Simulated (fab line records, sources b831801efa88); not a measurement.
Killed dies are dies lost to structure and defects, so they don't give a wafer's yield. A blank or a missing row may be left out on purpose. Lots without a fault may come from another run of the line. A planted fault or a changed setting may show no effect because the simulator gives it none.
A struck lot beside a sound one | flow gf180mcu | 18 steps out of a route of 602
Sound: wafers L696.3, L696.4, L696.5. Struck: wafers L714.1, L714.4. (L714.6 of the same lot was not struck and is left out.) The cause comes at the end.
At each step with rows: each side's tool, then ch and its chambers, then its first start. Under that, the readings that differ: sound wafers | struck wafers | difference of the means | sigmas: that difference in standard deviations of wafers without a fault.
alike: readings whose means differ by less than 2 such deviations, and words and numbers that are the same on both sides. not compared: withheld readings, readings that some wafer has no value for, bounds like >300 that may hide the same value, and numbers for which the record gives no deviation and whose values overlap.
The two part at a step that has a row with sigmas, a row that says differs or no value, or rows on one side only. Numbers that don't overlap but have no deviation are shown without sigmas and don't part them. A reading that every wafer of one side lacks parts them only if that side has two wafers or more.

first, 3 steps without rows for these wafers: GF_V4_EXPOSE_11 (exposes mask Via4, target cd 260 nm); GF_V4_PEB_12 (peb time 90 s); GF_V4_DEVELOP_13 (develop time 60 s).
GF_V4_CD_MEAS_14: target cd 260 nm.
  sound on cd_sem-02, day 25 01:43; struck on cd_sem-02, day 30 13:58
  reading    | sound             | struck      | difference | sigmas
  cd_nm (nm) | 262.0 263.2 262.0 | 260.0 258.1 | -3.3       | -3
GF_V4_OVL_MEAS_15:
  sound on overlay-02, day 25 01:48; struck on overlay-02, day 30 14:05
  reading     | sound    | struck | difference | sigmas
  V4_OVL (nm) | -1 -3 -2 | 12 8   | +12        | +2
GF_V4_ETCH_16: etches BARC in N2/H2.
  sound on rie_diel-01 ch 0,2,3, day 25 01:49; struck on rie_diel-01 ch 1,2, day 30 14:07
  alike: drypump_motor_current_A, oes_product_au, throttle_valve_pct
GF_V4_ETCH_17: etches SiO2 in C4F8/O2/Ar, stops on TiN, target depth 630 nm.
  sound on rie_diel-01 ch 0,2,3; struck on rie_diel-01 ch 1,2
  alike: oes_product_au
GF_V4_STRIP_18: strips in O2/N2.
  sound on plasma_asher-01 ch 0,1, day 25 01:59; struck on plasma_asher-04 ch 0, day 30 14:15
  reading                     | sound       | struck  | difference | sigmas
  drypump_motor_current_A (A) | 5.4 5.3 5.3 | 6.0 6.0 | +0.7       | +2
  alike: heater_power_w, oes_product_au
  not compared: rf_hours_counter_h
then, 2 steps without rows for these wafers: GF_V4_STRIP_19 (strips in post etch residue remover, time 1200 s); GF_V4_CLEAN_20 (cleans in DIW).
GF_V4_SPUTTER_21: material Ti, target thk 15 nm, time 80.02 s.
  sound on pvd_sputter-04, day 25 02:29; struck on pvd_sputter-04, day 30 14:47
  alike: substrate_temp_c, throttle_valve_pct
then, 1 step without rows for these wafers: GF_V4_SPUTTER_22 (material TiN, target thk 10 nm, time 40 s).
GF_V4_CVD_23: deposits W, target thk 350 nm, time 104.9 s.
  sound on cvd_w-02 ch 0,1, day 25 02:37; struck on cvd_w-02 ch 0, day 30 14:53
  reading                          | sound             | struck      | difference | sigmas
  chamber_pressure_Torr (Torr)     | 40.05 40.05 39.97 | 47.54 47.47 | +7.48      | +90
  model.W_of_V4_CVD_23.thk_nm (nm) | 351.1 347.7 350.3 | 376.9 379   | +28.2      |
  alike: heater_power_outer_w, heater_power_w
GF_V4_RS_MEAS_24: measures by four-point-probe.
  sound on film_metro-02, day 25 02:44; struck on film_metro-01, day 30 15:00
  reading          | sound                | struck        | difference | sigmas
  V4_W_RS (ohm/sq) | 0.3265 0.3294 0.3276 | 0.3039 0.3027 | -0.0245    | -8
GF_V4_THK_MEAS_25: measures by xrf.
  sound on film_metro-02, day 25 02:50; struck on film_metro-01, day 30 15:07
  reading       | sound       | struck  | difference | sigmas
  V4_W_THK (nm) | 353 350 350 | 381 387 | +33        | +8
GF_V4_CMP_26: polishes, stops on SiO2, t overpolish 15 s, target thk 0 nm.
  sound on cmp-02 ch 0,1,3, day 25 02:59; struck on cmp-02 ch 1,2, day 30 15:14
  reading                | sound          | struck    | difference | sigmas
  time_to_endpoint_s (s) | 82.7 86.9 85.4 | 97.3 96.1 | +11.7      | +4
  alike: motor_current_A
GF_MIM_SPUTTER_00: material Ti, target thk 37.5 nm, time 150 s.
  sound on pvd_sputter-02, day 25 03:11; struck on pvd_sputter-02, day 30 15:29
  alike: substrate_temp_c, throttle_valve_pct
GF_PASSIVATION_PROBE_99:
  the record has rows for the sound wafers here (prober-01, day 29 18:16) and none for the struck ones

WHERE THEY PART
First at GF_V4_CD_MEAS_14; last, within this record, at GF_PASSIVATION_PROBE_99.

WHY: what the simulator had put in
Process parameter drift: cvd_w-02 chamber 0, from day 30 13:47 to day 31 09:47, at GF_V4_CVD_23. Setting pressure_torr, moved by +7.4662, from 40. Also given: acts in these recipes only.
